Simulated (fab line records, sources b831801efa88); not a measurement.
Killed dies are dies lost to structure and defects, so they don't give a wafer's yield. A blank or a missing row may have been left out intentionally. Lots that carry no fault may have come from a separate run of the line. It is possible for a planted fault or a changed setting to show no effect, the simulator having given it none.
Which of the tools did it? | flow gf180mcu | 21 wafers from 7 lots sampled at 2 of the route's 602 steps

== WHAT THE GAUGES READ, wafer by wafer ==
GF_POLY_GATE_CD_MEAS_10: target cd 280 nm.
lot  | measured     | on       | cdNm (nm)
L110 | day 9 16:20  | cdSem-01 | 280.5 280.9 279.3
L113 | day 10 16:49 | cdSem-01 | 281.7 280.6 281.6
L116 | day 11 14:02 | cdSem-02 | 277.4 278.6 277.9
L118 | day 12 03:50 | cdSem-02 | 280.2 279.9 279.5
L120 | day 12 19:41 | cdSem-02 | 279.0 279.3 278.8
L124 | day 13 23:32 | cdSem-01 | 281.0 280.1 279.6

== WHICH TOOL RAN EACH LOT (tool, then ch and the chambers of the sampled wafers, then the start) ==
lot  | GF_STI_DEVELOP_11
L110 | lithoTrack-02 ch 0, day 2 10:54
L113 | lithoTrack-03 ch 0, day 3 02:07
L116 | lithoTrack-02 ch 0, day 3 18:32
L118 | lithoTrack-01 ch 0, day 4 05:41
L120 | lithoTrack-03 ch 0, day 4 15:02
L124 | lithoTrack-02 ch 0, day 5 11:47
L127 | lithoTrack-02, day 6 05:14
- GF_STI_DEVELOP_11: develop time 60 s.

== THE ANSWER, worked out from the rows above alone ==
Rule: usual is defined by the lots themselves. Put in order of their means at a reading, lots are off if they are a third of the lots or fewer, leave a main group of 4 or more, and stand apart from it by a gap of 3 or more times the standard deviation of the main group's means; of several such gaps the widest counts. Not used: any main group whose means are identical at the precision the tables above print for the reading. Also off: a lot with no number at a reading for which 4 or more lots have one. Any other lot the step has rows for is counted as sound.
Across all readings shown, no lot is off: no conclusion can be drawn from this.

== WHAT THE SIMULATOR HAD INSERTED ==
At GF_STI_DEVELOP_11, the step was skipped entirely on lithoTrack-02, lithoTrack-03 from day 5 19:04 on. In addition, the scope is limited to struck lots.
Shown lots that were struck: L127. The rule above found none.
